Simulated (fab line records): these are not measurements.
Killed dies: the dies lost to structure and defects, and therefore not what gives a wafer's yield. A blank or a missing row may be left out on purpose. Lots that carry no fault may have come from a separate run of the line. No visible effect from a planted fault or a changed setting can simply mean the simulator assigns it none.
One fault through the eyes of 2 desks :: flow sky130 :: every desk sees just its own numbers, and what lay behind them comes last

== METROLOGY DESK ==
Lot by lot, what the gauges showed, no matter which tool ran the lot: averages of those sampled wafers that carry a number. A lot is out of limits, marked OUT, if its mean lies more than 4 standard deviations from the usual mean; the brackets give that distance.
Columns: A = VIA4_OVL at SKY_VIA4_OVL_MEAS_11, usual 0.2 nm; B = VIA4_W_RS at SKY_VIA4_RS_MEAS_19, usual 0.225 ohm/sq; C = VIA4_W_THK at SKY_VIA4_THK_MEAS_20, usual 498 nm; D = METAL5_ALCU_RS at SKY_METAL5_RS_MEAS_05, usual 0.0271 ohm/sq; E = METAL5_ALCU_THK at SKY_METAL5_THK_MEAS_06, usual 1171 nm; F = PASSIVATION_CVD_00_THK at SKY_PASSIVATION_THK_MEAS_01, usual 90.0 nm; G = PASSIVATION_CVD_02_THK at SKY_PASSIVATION_THK_MEAS_03, usual 541 nm
lot: L894
first seen here: day 44 23:08
A: -0.4
B: 0.221
C: 510
D: 0.0273
E: 1162
F: 90.3
G: 539

lot: L903
first seen here: day 47 11:09
A: 1.0
B: 0.228
C: 485
D: 0.0269
E: 1176
F: 89.5
G: 541

lot: L904
first seen here: day 47 12:16
A: 0.3
B: 0.227
C: 499
D: 0.0272
E: 1159
F: 89.9
G: 544

lot: L905
first seen here: day 47 18:59
A: 2.1
B: 0.223
C: 497
D: 0.0266
E: 1182
F: 89.9
G: 533

lot: L909
first seen here: day 48 16:50
A: 1.2
B: 0.225
C: 500
D: 0.0269
E: 1185
F: 90.0
G: 551

lot: L910
first seen here: day 48 23:28
A: 1.6
B: 0.227
C: 488
D: 0.0269
E: 1177
F: 89.1
G: 535
Result from this desk: across the 6 lots, nothing is out of limits.

== FOR THE TOOL OWNER'S DESK: cvd-w-02 ==
The tool's own readings at SKY_VIA4_CVD_18 (deposits W, target thk 505 nm, time 152.14 s): means of the sampled wafers that have a number, for each lot that ran on this tool. A lot is out of limits, marked OUT, if its mean lies more than 4 standard deviations from the usual mean; the brackets give that distance.
Columns: A = heater-power-outer-w at SKY_VIA4_CVD_18, usual 596 W; B = heater-power-w at SKY_VIA4_CVD_18, usual 948 W; C = susceptor-temp-C at SKY_VIA4_CVD_18, usual 400.03 C
lot: L894
first seen here: day 44 23:59
A: 680
B: 1041
C: 399.97

lot: L904
first seen here: day 47 13:31
A: 623
B: 996
C: 399.90

lot: L905
first seen here: day 47 20:29
A: 690
B: 1056
C: 399.80
Result from this desk: across the 3 lots, nothing is out of limits.

== TAKEN TOGETHER ==
At the metrology desk, nothing out of limits was observed.
The desk of the tool owner found nothing out of limits.

== WHAT THE SIMULATOR HAD INSERTED ==
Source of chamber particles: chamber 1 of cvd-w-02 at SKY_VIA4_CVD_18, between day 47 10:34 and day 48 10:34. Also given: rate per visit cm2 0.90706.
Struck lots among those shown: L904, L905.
